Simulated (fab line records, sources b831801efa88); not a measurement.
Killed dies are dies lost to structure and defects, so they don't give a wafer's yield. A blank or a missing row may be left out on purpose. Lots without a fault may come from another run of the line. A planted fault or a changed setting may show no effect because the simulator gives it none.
Chamber matching | flow gf180mcu | GF_PASSIVATION_CVD_00 on pecvd-04: 3 sister chambers
The step deposits SiO2 from TEOS, target thk 1000 nm, time 111.95 s. 16 wafers are shown with their chamber, then 8 later ones without.

WAFERS WITH THEIR CHAMBER
wafer  | chamber | heater_power_w (W)
L152.1 | 2       | 692
L152.4 | 0       | 794
L152.6 | 1       | 551
L159.1 | 1       | 674
L159.5 | 1       | 547
L159.6 | 2       | 748
L161.2 | 0       | 808
L161.4 | 2       | 668
L161.6 | 0       | 659
L162.3 | 1       | 600
L162.5 | 1       | 651
L162.6 | 0       | 804
L168.1 | 1       | 573
L168.5 | 1       | 642
L168.6 | 0       | 649
L169.2 | 2       | 670

SIGNATURES (means of the wafers above)
reading        | chamber 0 | chamber 1 | chamber 2 | scatter within a chamber
heater_power_w | 742.80    | 605.43    | 694.50    | 59.6
Rule: a wafer's distance from a chamber is the root of the sum, over the readings, of the square of ((its reading less the chamber's mean) divided by the reading's scatter). The wafer belongs to the nearest chamber; if the next one is less than 2 further off, it can't be placed. The scatter: the root of (the sum of the squares of (reading less its chamber's mean) over the shown wafers, divided by (wafers less chambers)).

WAFERS WITHOUT THEIR CHAMBER
wafer  | heater_power_w (W)
L169.4 | 679
L169.5 | 806
L170.1 | 711
L170.2 | 630
L170.6 | 666
L172.1 | 665
L172.4 | 780
L172.5 | 635

WHICH CHAMBER EACH WENT THROUGH
wafer  | from the rows above          | in truth
L169.4 | can't be placed: 2 or 0 or 1 | 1
L169.5 | can't be placed: 0 or 2      | 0
L170.1 | can't be placed: 2 or 0 or 1 | 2
L170.2 | can't be placed: 1 or 2 or 0 | 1
L170.6 | can't be placed: 2 or 1 or 0 | 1
L172.1 | can't be placed: 2 or 1 or 0 | 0
L172.4 | can't be placed: 0 or 2      | 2
L172.5 | can't be placed: 1 or 2 or 0 | 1
Placed correctly: 0 of 8. Can't be placed from these rows: 8 (the true chamber is among the candidates in 8). Placed wrongly: 0.
